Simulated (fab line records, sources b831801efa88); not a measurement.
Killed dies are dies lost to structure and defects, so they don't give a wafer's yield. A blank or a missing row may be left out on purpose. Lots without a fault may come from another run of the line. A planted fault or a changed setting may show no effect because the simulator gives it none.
One fault seen from 2 desks | flow gf180mcu | each desk has only its own numbers; what lay behind them comes last

THE TOOL OWNER'S DESK: implanter-02
The tool's own readings at GF_MVPSD_IMPLANT_09: means of the sampled wafers that have a number, for each lot that ran on this tool. A lot is out of limits, marked OUT, if its mean lies more than 4 standard deviations from the usual mean; the brackets give that distance.
Columns: A = beam_on_s at GF_MVPSD_IMPLANT_09, usual 10.01 s; B = dose_ions_cm2 at GF_MVPSD_IMPLANT_09, usual 5.001e+12; C = end_station_pressure_torr at GF_MVPSD_IMPLANT_09, usual 5.02e-06 Torr; D = faraday_current_uA at GF_MVPSD_IMPLANT_09, usual 28.2
lot  | first seen here | A               | B         | C        | D
L166 | day 5 07:40     | 10.01           | 5.000e+12 | 4.82e-06 | 28.1
L167 | day 5 14:25     | 9.87            | 4.999e+12 | 5.15e-06 | 28.6
L168 | day 5 17:28     | 9.98            | 5.006e+12 | 5.05e-06 | 28.2
L170 | day 6 05:36     | 10.04           | 5.006e+12 | 5.30e-06 | 28.1
L173 | day 6 20:46     | 10.27           | 5.004e+12 | 5.03e-06 | 27.4
L179 | day 8 13:14     | 8.85 (-6.1) OUT | 5.000e+12 | 5.19e-06 | 32.3 (+8.0) OUT
L181 | day 9 08:05     | 8.68 (-7.0) OUT | 5.000e+12 | 5.03e-06 | 33.1 (+9.6) OUT
This desk's finding: out of limits on L179, L181; first on L179, day 8 13:14 (beam_on_s at GF_MVPSD_IMPLANT_09). In limits: L166, L167, L168, L170, L173.

THE METROLOGY DESK
What the gauges read, lot by lot, whatever tool the lot ran on: means of the sampled wafers that have a number. A lot is out of limits, marked OUT, if its mean lies more than 4 standard deviations from the usual mean; the brackets give that distance.
Columns: A = NWELL_RS at GF_VT_IMPLANT_RS_MEAS_47, usual 487.6 ohm/sq; B = MVPSD_RS at GF_VT_IMPLANT_RS_MEAS_49, usual 1167.4 ohm/sq; C = DUAL_GATE_OVL at GF_DUAL_GATE_OVL_MEAS_11, usual 0.3 nm; D = HV_LDD_TW at GF_HV_LDD_TW_MEAS_11, usual 2400
lot  | first seen here | A     | B                 | C    | D
L165 | day 7 09:40     | 487.0 | 1166.2            | -1.9 | 2431
L166 | day 7 15:54     | 487.2 | 1166.6            | 2.2  | 2376
L167 | day 8 02:32     | 488.1 | 1165.5            | 0.6  | 2413
L168 | day 8 05:23     | 488.0 | 1162.8            | 0.6  | 2374
L170 | day 8 19:22     | 488.2 | 1166.4            | -0.7 | 2415
L171 | day 9 00:14     | 485.9 | 1166.8            | 1.4  | 2368
L172 | day 9 07:54     | 486.9 | 1166.7            | -0.4 | 2363
L173 | day 9 11:59     | 487.4 | 1166.2            | 0.4  | 2432
L179 | day 11 13:12    | 486.9 | 1192.2 (+9.2) OUT | -1.6 | 2370
L181 | day 12 11:19    | 487.4 | 1199.8 (+12) OUT  | -0.7 | 2405
L184 | day 13 17:19    | 487.7 | 1166.3            | -0.8 | 2367
L185 | day 13 18:10    | 489.7 | 1168.6            | -0.4 | 2438
L188 | day 14 04:24    | 485.8 | 1168.0            | 1.9  | 2398
L186 | day 14 04:51    | 487.5 | 1165.2            | -0.5 | 2415
This desk's finding: out of limits on L179, L181; first on L179, day 11 13:26 (MVPSD_RS at GF_VT_IMPLANT_RS_MEAS_49). In limits: L165, L166, L167, L168, L170, L171, L172, L173, L184, L185, L188, L186.

PUT TOGETHER
The tool owner's desk could have raised an alarm at day 8 13:14, on L179, L181.
The metrology desk could have raised an alarm at day 11 13:26, on L179, L181.
Of the lots named, all ran GF_MVPSD_IMPLANT_09 on implanter-02.

WHAT THE SIMULATOR HAD PUT IN
Process parameter drift: implanter-02, from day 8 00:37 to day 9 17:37, at GF_MVPSD_IMPLANT_09. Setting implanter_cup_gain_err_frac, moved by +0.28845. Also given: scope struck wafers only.
Lots struck among those shown: L179, L181.
Hours from the fault's start to each desk's first reading out of limits: the tool owner's desk, 13; the metrology desk, 85.
